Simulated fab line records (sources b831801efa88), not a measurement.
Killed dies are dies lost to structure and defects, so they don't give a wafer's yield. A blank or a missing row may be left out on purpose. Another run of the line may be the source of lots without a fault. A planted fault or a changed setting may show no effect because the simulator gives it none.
The tool behind it: which one?	flow gf180mcu	Sampling: 13 lots, 39 wafers, 2 of 602 route steps

WHAT EACH GAUGE READ, for each wafer
GF_M5_OVL_MEAS_08. Usual: M5_OVL typically reads 1 nm, with standard deviation 5.7.
lot	measured	on	M5_OVL (nm)	flag
L905	day 26 22:29	overlay-02	-9 -5 -4	
L907	day 27 09:07	overlay-02	1 -1 -7	
L906	day 27 10:47	overlay-01	5 8 6	
L909	day 28 04:27	overlay-01	4 1 7	
L910	day 28 06:57	overlay-01	-2 5 4	
L911	day 28 18:11	overlay-01	7 16 8	
L912	day 29 01:30	overlay-01	1 -4 -2	
L913	day 29 08:27	overlay-02	4 -2 0	
L914	day 29 18:05	overlay-02	1 -6 2	
L915	day 29 22:35	overlay-01	0 -1 3	
L917	day 30 13:05	overlay-01	-1 -3 -4	
L925	day 32 23:19	overlay-02	-4 -10 -10	
L926	day 33 00:29	overlay-01	2 -5 -5	

EACH LOT AND THE TOOL THAT RAN IT (in order: tool; ch and the chambers of the sampled wafers; start)
lot	GF_MIM_SPUTTER_09
L905	pvd_sputter-04, day 25 03:25
L907	pvd_sputter-04, day 25 14:23
L906	pvd_sputter-01, day 25 16:52
L909	pvd_sputter-01, day 26 11:42
L910	pvd_sputter-02, day 26 13:37
L911	pvd_sputter-04, day 27 01:09
L912	pvd_sputter-01, day 27 09:53
L913	pvd_sputter-01, day 27 16:38
L914	pvd_sputter-04, day 28 03:46
L915	pvd_sputter-02, day 28 08:23
L917	pvd_sputter-02, day 28 23:06
L925	pvd_sputter-01, day 31 14:19
L926	pvd_sputter-01, day 31 15:15
- GF_MIM_SPUTTER_09: material TiN, target thk 35 nm, time 29.2 s.

WHAT THE TOOLS THEMSELVES READ (means of the sampled wafers that have a number; where no wafer has one, the mark that the record gives instead)
GF_MIM_SPUTTER_09. Usual: throttle_valve_pct 30.3 %, standard deviation 1.
lot	tool	throttle_valve_pct (%)	flag
L905	pvd_sputter-04	30.9	
L907	pvd_sputter-04	31.6	
L906	pvd_sputter-01	30.0	
L909	pvd_sputter-01	30.0	
L910	pvd_sputter-02	29.8	
L911	pvd_sputter-04	31.0	
L912	pvd_sputter-01	30.7	
L913	pvd_sputter-01	30.5	
L914	pvd_sputter-04	31.3	
L915	pvd_sputter-02	30.9	
L917	pvd_sputter-02	28.6	
L925	pvd_sputter-01	29.8	
L926	pvd_sputter-01	30.3	

THE ANSWER, worked out from the rows above alone
Rule: lot off if the mean of its wafers having a number is beyond 3 standard deviations from the usual mean. Also off: a lot with no number at a reading for which 4 or more lots have one. Where the step has rows for the other lots, those lots are counted as sound. After the gauges, taken in route order, come the tools' own readings; for these a lot's mean is taken, as printed above. The first step at which some lot is off is used, and at that step the reading that is off furthest; a lot without a number counts as furthest.
No lot is off on any of the readings shown, so nothing can be concluded from this.

WHAT WAS PUT IN BY THE SIMULATOR
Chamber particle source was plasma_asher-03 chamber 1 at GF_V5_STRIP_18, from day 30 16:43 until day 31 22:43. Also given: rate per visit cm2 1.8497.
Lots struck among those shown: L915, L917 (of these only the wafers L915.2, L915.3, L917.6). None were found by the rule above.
